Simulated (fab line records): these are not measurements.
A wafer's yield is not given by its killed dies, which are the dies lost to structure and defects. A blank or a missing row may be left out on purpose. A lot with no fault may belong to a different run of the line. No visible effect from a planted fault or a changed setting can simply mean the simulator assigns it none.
fab line records -- flow sky130
record: lots: 14, wafers: 42, last_day: 50
route steps=708 shown FIELD_ISO@16 VT_ADJUST_HVTR@139 VT_ADJUST_PCH@151 LDD_LDN@301
lots with no fault: from the same line, run without faults
start_h: start of the lot's first displayed wafer, in hours after the record's first day -- wait_h: hours elapsed since this lot's preceding step -- " same as the row above -- L1.1+2: a row that stands for several wafers -- - no value, or no start was given -- * or withheld: withheld -- < > ~ a bound
route shown NAME@n: a module of which the file shows steps, and the number in the route of the first -- usual: mean and standard deviation over wafers with no fault -- same: alike in all rows -- chamber/n: place in a boat -- sites: readings site by site -- _std_site: how widely they spread, as a standard deviation -- _edge_site: inner sites' mean taken away from outer sites' mean -- radius_mm: how far each site lies from the wafer's centre -- mask NAME#n: copy n -- behind: tool/chamber where the wafer was last shaped -- hold: why the lot went on hold/how many hours it stayed there/how the hold came to an end -- device: whichever transistor did not switch (one of n, p or np) -- end of line: the same wafers' tests at the end of the route -- a step given without rows: its recipe and nothing more -- killed: dies lost to structure and defects at the first sort, not the wafer's yield -- map: dies across one wafer; x = killed, . = not, _ = none there
set.NAME: the setting the step ran with; set.NAME@STEP: the setting that earlier step ran with -- model.NAME: the simulator's own value behind a step, which no gauge read
steps of the route over a sample of lots; a table a step, a row a wafer
services: the hour from which a tool's chamber was out of use, counted from the record's first day as start_h (under 0 if before that day), plus the number of hours and why
== steps ==
step: SKY_FIELD_ISO_ETCH_15
recipe: chemistry: CHF3/O2, target_depth_nm: 180, stop_on: Si, source_w: 600, bias_w: 200, pressure_mtorr: 40, chf3_flow_sccm: 50, O2_flow_sccm: 5, time_s: 72
usual: drypump_motor_current_A: 5.7/0.45, oes_product_au: 0.948/0.0074, throttle_valve_pct: 8.845/0.0089
lot.wafer,tool,chamber,start_h,wait_h,drypump_motor_current_A,oes_product_au,rf_hours_counter_h,throttle_valve_pct
L219.1,rie_diel-02,3,37.66,0.0,6.4,0.949,123,8.844
L219.2,rie_diel-02,2,37.66,0.0,5.8,0.947,1,8.849
L219.6,rie_diel-02,2,37.66,0.0,5.8,0.954,-,8.842
L220.4,rie_diel-01,1,43.86,0.0,5.0,0.938,167,8.848
L220.5,rie_diel-01,2,43.86,0.0,5.5,0.934,-,8.851
L220.6,rie_diel-01,3,43.86,0.0,6.1,0.938,-,8.846
L223.1,rie_diel-02,2,54.79,0.0,5.8,0.954,1,8.850
L223.4,rie_diel-02,3,54.79,0.0,6.4,0.947,123,8.840
L223.6,rie_diel-02,1,54.79,0.0,5.3,0.954,-,8.851
L226.1,rie_diel-04,2,72.31,0.0,5.7,0.948,0,8.844
L226.2,rie_diel-04,0,72.31,0.0,5.5,0.948,150,8.844
L226.5,rie_diel-04,2,72.31,0.0,5.7,0.939,-,8.840
L227.3,rie_diel-04,2,78.41,0.0,5.7,0.943,0,8.836
L227.4,rie_diel-04,0,78.41,0.0,5.5,0.934,150,8.834
L227.6,rie_diel-04,0,78.41,0.0,5.5,0.937,-,8.840
L229.2,rie_diel-02,1,89.21,0.0,5.3,0.942,5,8.866
L229.4,rie_diel-02,0,89.21,0.0,6.2,0.936,124,8.832
L229.6,rie_diel-02,0,89.21,0.0,6.2,0.946,-,8.856
L230.2,rie_diel-04,0,93.66,0.0,5.5,0.952,151,8.841
L230.3,rie_diel-04,1,93.66,0.0,5.0,0.945,7,8.853
L230.6,rie_diel-04,2,93.66,0.0,5.7,0.954,-,8.850
L232.3,rie_diel-04,1,107.16,0.0,5.0,0.946,7,8.846
L232.5,rie_diel-04,2,107.16,0.0,5.7,0.950,-,8.844
L232.6,rie_diel-04,3,107.16,0.0,5.4,0.947,-,8.848
L233.3,rie_diel-04,1,110.66,0.0,5.1,0.946,7,8.833
L233.4,rie_diel-04,3,110.66,0.0,5.5,0.945,58,8.865
L233.6,rie_diel-04,1,110.66,0.0,5.0,0.945,-,8.846
L234.2,rie_diel-01,1,114.01,0.0,5.0,0.949,0,8.853
L234.4,rie_diel-01,0,114.01,0.0,5.6,0.947,43,8.838
L234.5,rie_diel-01,2,114.01,0.0,5.5,0.952,-,8.839
L236.1,rie_diel-02,3,121.96,0.0,6.4,0.956,125,8.843
L236.2,rie_diel-02,0,121.96,0.0,6.2,0.967,125,8.834
L236.6,rie_diel-02,0,121.96,0.0,6.2,0.955,-,8.854
L238.1,rie_diel-01,2,134.91,0.0,5.5,0.951,2,8.852
L238.3,rie_diel-01,0,134.91,0.0,5.6,0.945,43,8.841
L238.6,rie_diel-01,1,134.91,0.0,5.0,0.931,-,8.848
L240.1,rie_diel-02,3,147.61,0.0,6.4,0.943,126,8.838
L240.2,rie_diel-02,0,147.61,0.0,6.2,0.933,125,8.841
L240.3,rie_diel-02,1,147.61,0.0,5.3,0.938,6,8.834
L241.3,rie_diel-01,0,149.61,0.0,5.6,0.946,43,8.846
L241.4,rie_diel-01,3,149.61,0.0,6.1,0.941,17,8.844
L241.5,rie_diel-01,2,149.61,0.0,5.5,0.944,-,8.845
step: SKY_VT_ADJUST_HVTR_OVL_MEAS_08
usual: VT_ADJUST_HVTR_OVL: -1.3/1.3
lot.wafer,tool,chamber,start_h,wait_h,VT_ADJUST_HVTR_OVL[nm]
L219.1,overlay-01,-,214.86,0.1,-1.0
L219.2,overlay-01,-,214.86,0.1,-2.1
L219.6,overlay-01,-,214.86,0.1,-2.1
L220.4,overlay-02,-,236.72,0.1,-3.7
L220.5,overlay-02,-,236.72,0.1,-1.7
L220.6,overlay-02,-,236.72,0.1,-2.5
L223.1,overlay-02,-,247.01,0.1,-1.4
L223.4,overlay-02,-,247.01,0.1,0.2
L223.6,overlay-02,-,247.01,0.1,-2.3
L226.1,overlay-02,-,275.22,0.1,-1.9
L226.2,overlay-02,-,275.22,0.1,-1.3
L226.5,overlay-02,-,275.22,0.1,-2.0
L227.3,overlay-02,-,279.08,0.1,-1.2
L227.4,overlay-02,-,279.08,0.1,-2.9
L227.6,overlay-02,-,279.08,0.1,-1.4
L229.2,overlay-01,-,289.56,0.1,-2.0
L229.4,overlay-01,-,289.56,0.1,-0.2
L229.6,overlay-01,-,289.56,0.1,0.1
L230.2,overlay-02,-,299.01,0.1,-2.2
L230.3,overlay-02,-,299.01,0.1,-4.2
L230.6,overlay-02,-,299.01,0.1,-1.8
L232.3,overlay-02,-,319.32,0.1,-1.2
L232.5,overlay-02,-,319.32,0.1,-2.8
L232.6,overlay-02,-,319.32,0.1,-2.0
L233.3,overlay-01,-,329.71,0.1,-1.5
L233.4,overlay-01,-,329.71,0.1,0.3
L233.6,overlay-01,-,329.71,0.1,-0.7
L234.2,overlay-02,-,337.21,0.1,-3.3
L234.4,overlay-02,-,337.21,0.1,-4.8
L234.5,overlay-02,-,337.21,0.1,-1.6
L236.1,overlay-02,-,354.37,0.1,1.0
L236.2,overlay-02,-,354.37,0.1,-0.2
L236.6,overlay-02,-,354.37,0.1,1.2
L238.1,overlay-02,-,367.91,0.1,-2.4
L238.3,overlay-02,-,367.91,0.1,-2.4
L238.6,overlay-02,-,367.91,0.1,-2.3
L240.1,overlay-02,-,382.62,0.1,-2.5
L240.2,overlay-02,-,382.62,0.1,-3.5
L240.3,overlay-02,-,382.62,0.1,-1.1
L241.3,overlay-01,-,389.33,0.1,-0.1
L241.4,overlay-01,-,389.33,0.1,-2.0
L241.5,overlay-01,-,389.33,0.1,-1.3
step: SKY_VT_ADJUST_PCH_IMPLANT_08
recipe: species: B, energy_kev: 10, dose_cm2: 5e+11, tilt_deg: withheld
usual: beam_energy_keV: 10.000/0.0035, beam_on_s: 10.00/0.21, faraday_current_uA: 2.82/0.058
lot.wafer,tool,chamber,start_h,wait_h,beam_energy_keV,beam_on_s,faraday_current_uA
L219.1,implanter-03,0,238.53,0.0,9.999,9.72,2.89
L219.2,implanter-03,0,238.53,0.0,9.998,9.73,2.88
L219.6,implanter-03,0,238.53,0.0,9.997,10.01,2.81
L220.4,implanter-02,0,261.96,0.1,9.996,10.08,2.80
L220.5,implanter-02,0,261.96,0.1,10.002,10.07,2.81
L220.6,implanter-02,0,261.96,0.1,9.995,9.90,2.83
L223.1,implanter-03,0,271.63,0.0,9.991,10.23,2.75
L223.4,implanter-03,0,271.63,0.0,9.996,10.05,2.82
L223.6,implanter-03,0,271.63,0.0,9.997,9.63,2.93
L226.1,implanter-02,0,301.83,0.0,9.999,10.15,2.77
L226.2,implanter-02,0,301.83,0.0,9.996,10.37,2.70
L226.5,implanter-02,0,301.83,0.0,9.998,9.92,2.85
L227.3,implanter-04,0,306.02,0.1,9.998,10.22,2.75
L227.4,implanter-04,0,306.02,0.1,10.003,9.95,2.84
L227.6,implanter-04,0,306.02,0.1,10.002,10.10,2.80
L229.2,implanter-02,0,317.00,0.0,9.998,10.10,2.79
L229.4,implanter-02,0,317.00,0.0,9.994,10.17,2.78
L229.6,implanter-02,0,317.00,0.0,9.996,10.07,2.80
L230.2,implanter-02,0,326.89,0.0,9.998,10.12,2.78
L230.3,implanter-02,0,326.89,0.0,9.994,10.12,2.79
L230.6,implanter-02,0,326.89,0.0,9.993,9.61,2.92
L232.3,implanter-02,-,348.02,0.1,-,-,-
L232.5,implanter-02,-,348.02,0.1,-,-,-
L232.6,implanter-02,-,348.02,0.1,-,-,-
L233.3,implanter-03,-,358.83,0.1,-,-,-
L233.4,implanter-03,-,358.83,0.1,-,-,-
L233.6,implanter-03,-,358.83,0.1,-,-,-
L234.2,implanter-03,0,365.89,0.0,9.997,10.11,2.77
L234.4,implanter-03,0,365.89,0.0,9.998,10.08,2.79
L234.5,implanter-03,0,365.89,0.0,10.000,9.94,2.84
L236.1,implanter-04,0,383.68,0.0,10.008,10.01,2.82
L236.2,implanter-04,0,383.68,0.0,10.005,9.97,2.82
L236.6,implanter-04,0,383.68,0.0,9.999,9.99,2.82
L238.1,implanter-02,0,398.13,0.0,10.001,10.18,2.77
L238.3,implanter-02,0,398.13,0.0,10.000,10.14,2.79
L238.6,implanter-02,0,398.13,0.0,9.999,10.00,2.82
L240.1,implanter-02,0,410.38,0.0,10.002,10.07,2.80
L240.2,implanter-02,0,410.38,0.0,10.002,9.78,2.89
L240.3,implanter-02,0,410.38,0.0,10.000,9.99,2.83
L241.3,implanter-03,0,419.08,0.1,9.992,10.21,2.76
L241.4,implanter-03,0,419.08,0.1,9.996,9.98,2.82
L241.5,implanter-03,0,419.08,0.1,10.000,10.03,2.81
step: SKY_VT_ADJUST_PCH_TW_MEAS_10
usual: VT_ADJUST_PCH_TW: 142.3/1.3
lot.wafer,tool,chamber,start_h,wait_h,VT_ADJUST_PCH_TW
L219.1,film_metro-04,-,238.78,0.1,142.4
L219.2,film_metro-04,-,238.78,0.1,143.4
L219.6,film_metro-04,-,238.78,0.1,142.8
L220.4,film_metro-01,-,262.16,0.1,140.9
L220.5,film_metro-01,-,262.16,0.1,141.6
L220.6,film_metro-01,-,262.16,0.1,142.5
L223.1,film_metro-02,-,271.88,0.1,139.7
L223.4,film_metro-02,-,271.88,0.1,139.9
L223.6,film_metro-02,-,271.88,0.1,140.0
L226.1,film_metro-01,-,302.08,0.1,141.9
L226.2,film_metro-01,-,302.08,0.1,141.8
L226.5,film_metro-01,-,302.08,0.1,141.6
L227.3,film_metro-04,-,306.29,0.1,143.5
L227.4,film_metro-04,-,306.29,0.1,143.8
L227.6,film_metro-04,-,306.29,0.1,143.2
L229.2,film_metro-01,-,317.24,0.1,141.6
L229.4,film_metro-01,-,317.24,0.1,141.1
L229.6,film_metro-01,-,317.24,0.1,141.1
L230.2,film_metro-01,-,327.13,0.1,142.3
L230.3,film_metro-01,-,327.13,0.1,141.4
L230.6,film_metro-01,-,327.13,0.1,140.6
L232.3,film_metro-02,-,348.24,0.1,29.4
L232.5,film_metro-02,-,348.24,0.1,29.6
L232.6,film_metro-02,-,348.24,0.1,29.5
L233.3,film_metro-01,-,359.05,0.1,29.8
L233.4,film_metro-01,-,359.05,0.1,30.0
L233.6,film_metro-01,-,359.05,0.1,29.8
L234.2,film_metro-04,-,366.13,0.1,143.2
L234.4,film_metro-04,-,366.13,0.1,143.6
L234.5,film_metro-04,-,366.13,0.1,143.6
L236.1,film_metro-04,-,383.93,0.1,142.6
L236.2,film_metro-04,-,383.93,0.1,143.3
L236.6,film_metro-04,-,383.93,0.1,143.0
L238.1,film_metro-01,-,398.38,0.1,142.9
L238.3,film_metro-01,-,398.38,0.1,142.2
L238.6,film_metro-01,-,398.38,0.1,142.9
L240.1,film_metro-04,-,410.63,0.1,143.4
L240.2,film_metro-04,-,410.63,0.1,143.7
L240.3,film_metro-04,-,410.63,0.1,143.3
L241.3,film_metro-04,-,419.30,0.1,144.2
L241.4,film_metro-04,-,419.30,0.1,143.9
L241.5,film_metro-04,-,419.30,0.1,143.3
step: SKY_LDD_LDN_STRIP_12
recipe: chemistry: O2/N2, power_w: 1400, pressure_mtorr: 1500, platen_temp_c: withheld, o2_flow_sccm: 3000, n2_flow_sccm: 300, overash_fraction: 0.5
usual: drypump_motor_current_A: 5.7/0.51, oes_product_au: 0.716/0.0042, strip_time_to_endpoint_s: 14.17/0.038
same: overash_fraction: 0.5
lot.wafer,tool,chamber,start_h,wait_h,drypump_motor_current_A,oes_product_au,rf_hours_counter_h,strip_time_to_endpoint_s
L219.1,plasma_asher-04,1,544.42,0.1,4.9,0.717,11,14.21
L219.2,plasma_asher-04,0,544.42,0.1,5.6,0.717,11,14.20
L219.6,plasma_asher-04,1,544.42,0.1,4.9,0.724,-,14.21
L220.4,plasma_asher-03,0,568.45,0.1,6.2,0.715,-,14.23
L220.5,plasma_asher-03,1,568.45,0.1,6.3,0.723,-,14.15
L220.6,plasma_asher-03,0,568.45,0.1,6.2,0.719,-,14.22
L223.1,plasma_asher-04,0,581.82,0.1,5.6,0.711,16,14.21
L223.4,plasma_asher-04,0,581.82,0.1,5.6,0.708,-,14.22
L223.6,plasma_asher-04,1,581.82,0.1,4.9,0.718,-,14.19
L226.1,plasma_asher-03,1,616.37,0.1,6.2,0.718,50,14.09
L226.2,plasma_asher-03,0,616.37,0.1,6.2,0.717,50,14.13
L226.5,plasma_asher-03,0,616.37,0.1,6.2,0.717,-,14.13
L227.3,plasma_asher-01,0,621.40,0.1,5.7,0.716,-,14.12
L227.4,plasma_asher-01,1,621.40,0.1,5.3,0.715,-,14.16
L227.6,plasma_asher-01,0,621.40,0.1,5.7,0.723,-,14.12
L229.2,plasma_asher-01,1,646.52,0.1,5.3,0.721,85,14.21
L229.4,plasma_asher-01,0,646.52,0.1,5.6,0.717,-,14.15
L229.6,plasma_asher-01,0,646.52,0.1,5.7,0.721,-,14.21
L230.2,plasma_asher-03,0,647.48,0.1,6.2,0.717,53,14.15
L230.3,plasma_asher-03,1,647.48,0.1,6.2,0.719,-,14.16
L230.6,plasma_asher-03,0,647.48,0.1,6.2,0.714,-,14.18
L234.2,plasma_asher-03,1,683.28,0.1,6.3,0.719,57,14.21
L234.4,plasma_asher-03,1,683.28,0.1,6.2,0.712,-,14.19
L234.5,plasma_asher-03,0,683.28,0.1,6.2,0.710,-,14.17
L236.1,plasma_asher-04,1,698.27,0.1,4.9,0.707,27,14.21
L236.2,plasma_asher-04,0,698.27,0.1,5.6,0.720,27,14.19
L236.6,plasma_asher-04,0,698.27,0.1,5.6,0.715,-,14.14
L238.1,plasma_asher-01,0,708.07,0.1,5.7,0.713,92,14.22
L238.3,plasma_asher-01,0,708.07,0.1,5.7,0.716,-,14.24
L238.6,plasma_asher-01,1,708.07,0.1,5.3,0.716,-,14.20
L240.1,plasma_asher-03,0,721.57,0.1,6.2,0.715,60,14.21
L240.2,plasma_asher-03,1,721.57,0.1,6.2,0.712,60,14.15
L240.3,plasma_asher-03,1,721.57,0.1,6.2,0.717,-,14.19
L241.3,plasma_asher-04,0,739.11,0.1,5.6,0.713,-,14.15
L241.4,plasma_asher-04,1,739.11,0.1,4.9,0.717,-,14.20
L241.5,plasma_asher-04,0,739.11,0.1,5.6,0.716,-,14.16
== services ==
tool,chamber,start_h,hours,kind
rie_diel-02,-,47.95,2.4,repair
rie_diel-02,2,63.49,19.4,repair
implanter-03,-,71.40,5.3,repair
rie_diel-02,1,108.57,4.2,repair
plasma_asher-03,-,108.75,9.0,pm
implanter-03,-,135.41,1.5,repair
implanter-02,-,146.98,2.6,repair
rie_diel-04,2,148.33,10.4,repair
rie_diel-02,1,154.56,2.6,repair
rie_diel-04,-,154.74,2.8,pm
rie_diel-04,2,174.99,41.2,repair
implanter-02,-,196.83,1.4,repair
implanter-02,-,204.92,5.1,repair
implanter-02,-,210.03,4.8,pm
rie_diel-04,1,259.46,3.9,repair
implanter-03,-,275.02,2.3,repair
implanter-02,-,320.56,3.3,repair
implanter-02,-,379.24,3.7,repair
implanter-02,-,383.08,1.3,repair
implanter-02,-,466.89,6.2,repair
implanter-02,-,553.15,4.6,pm
implanter-02,-,580.81,10.6,repair
implanter-02,-,694.48,9.8,pm
implanter-02,-,704.31,4.6,pm
== key ==
first_sign: step: SKY_VT_ADJUST_PCH_IMPLANT_08, reading: tool_record, direction: missing
effect: step: SKY_VT_ADJUST_PCH_TW_MEAS_10, reading: VT_ADJUST_PCH_TW, direction: down, sigmas: 87, usual: 142.3, struck: 29.7
met_at SKY_VT_ADJUST_PCH_IMPLANT_08
struck_lots L232,L233
later_rows_left_out L232.3,L232.5,L232.6,L233.3,L233.4,L233.6
sort_left_out L232.3,L232.5,L232.6,L233.3,L233.4,L233.6
tester_left_out L232,L233
not_acting_at SKY_FIELD_ISO_ETCH_15,SKY_VT_ADJUST_HVTR_OVL_MEAS_08,SKY_LDD_LDN_STRIP_12
onset_between 326.89 348.02
fault: kind: skipped_step_whole, tool: implanter-02,implanter-03, chamber: -, onset_h: 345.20, steps: SKY_VT_ADJUST_PCH_IMPLANT_08, scope: struck_lots_only
tester_left_out: of these lots the tester's yield and bins aren't shown, on N5 and GAA mostly nor the transistor test; their killed dies are dies lost to structure and defects alone, not to doping, threshold or leakage, so they don't give the yield
sort_left_out: the simulated sort isn't trusted on such a fault, so these wafers' sort isn't shown, and their yield isn't known
later_rows_left_out: the simulator's readings of these wafers behind a module that went badly wrong aren't trusted and aren't shown, but for the sort
